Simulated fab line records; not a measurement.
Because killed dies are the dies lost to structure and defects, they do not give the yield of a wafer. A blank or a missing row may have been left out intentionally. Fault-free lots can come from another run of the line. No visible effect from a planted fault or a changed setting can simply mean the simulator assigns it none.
Code-filled problem report in 8D (eight disciplines) form || flow sfqLine || the parts of the form that need people (team, actions taken, sign-off) are left out

## 1. THE PROBLEM
Wafers without a fault read 0.685 a.u., standard deviation 0.0042; oesProductAu at SFQ_TRILAYER_M1_BARC_OPEN_METAL_ETCH_054 reads a mean of 0.847 a.u. on 2 wafers belonging to 2 lots. Measured from the usual mean, that is +39 standard deviations.
The step: etches BARC in O2, target depth 125 nm, time 41.7 s.
Seen first at day 31 20:08 on rieMetal-01, wafer L240.6. The record has a number at this step for 40 wafers belonging to 14 lots. The rule behind "out" and "out of limits": a value lying over 4 standard deviations away from the usual mean. All remaining wafers that have a number are taken as sound.

## 2. WHAT IT IS; WHAT IT IS NOT
{"question": "which readings at this step", "is": "oesProductAu, runLengthS", "is not": "chamberPressureMTorr, drypumpMotorCurrentA"}
{"question": "which lots", "is": "L240, L242", "is not": "L227, L228, L229, L230, L231, L232, L234, L235, L236, L244, L246, L247"}
{"question": "which wafers of those lots", "is": "L240.6, L242.6", "is not": "L240.5, L242.4"}
{"question": "read on which tools", "is": "rieMetal-01", "is not": "rieMetal-02, rieMetal-03"}
{"question": "when", "is": "from day 31 20:08", "is not": "up to then (28 sound wafers); but 10 sound wafers of L242, L244, L246, L247 came after"}

## 3. WHAT RULES OUT EACH SUSPECT
Counting: a tool at a process step up to the reading stays a suspect if it ran every lot that is out. Sound lots after the first of them don't rule it out here, since some wafers of a struck lot are sound.
- rieMetal-01 at SFQ_TRILAYER_M1_BARC_OPEN_METAL_ETCH_054 (etches BARC in O2, target depth 125 nm, time 41.7 s): kept. Ran every lot that is out, first one L240 (day 31 20:08); last sound lot up to then L236 (day 30 16:37). On those wafers its own readings are out: oesProductAu, runLengthS.
Remaining after the count: rieMetal-01 at SFQ_TRILAYER_M1_BARC_OPEN_METAL_ETCH_054.

## 4. THE CAUSE (what the simulator had put in)
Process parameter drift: rieMetal-01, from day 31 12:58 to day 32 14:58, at SFQ_TRILAYER_M1_BARC_OPEN_METAL_ETCH_054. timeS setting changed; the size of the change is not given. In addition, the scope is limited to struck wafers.
Counting left only this tool.

## 5. SEQUENCE OF EFFECTS, ordered by route
Each row: a reading where the mean over the struck wafers with a number is more than 3 standard deviations away from the usual. Readings are gone through only where the record gives a usual standard deviation; hours: the median, over the lots, of the time from a lot's start at the first step in this table giving one to that lot's start at this step; sigmas: the change measured in usual standard deviations.
{"hours": 0, "step": "SFQ_TRILAYER_M1_BARC_OPEN_METAL_ETCH_054", "reading": "oesProductAu", "usual": "0.685 a.u.", "on struck wafers": 0.847, "change": "+0.162", "sigmas": "+39"}
{"hours": 0, "step": "SFQ_TRILAYER_M1_BARC_OPEN_METAL_ETCH_054", "reading": "runLengthS", "usual": "70.2 s", "on struck wafers": 60.5, "change": -9.8, "sigmas": -24}
Its process steps:
- SFQ_TRILAYER_M1_BARC_OPEN_METAL_ETCH_054: etches BARC in O2, target depth 125 nm, time 41.7 s.

## 6. HOW IT WOULD HAVE BEEN CAUGHT EARLIER
7 hours passed between the start of the fault at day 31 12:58 and the first reading out of limits in this record, taken at day 31 20:08.
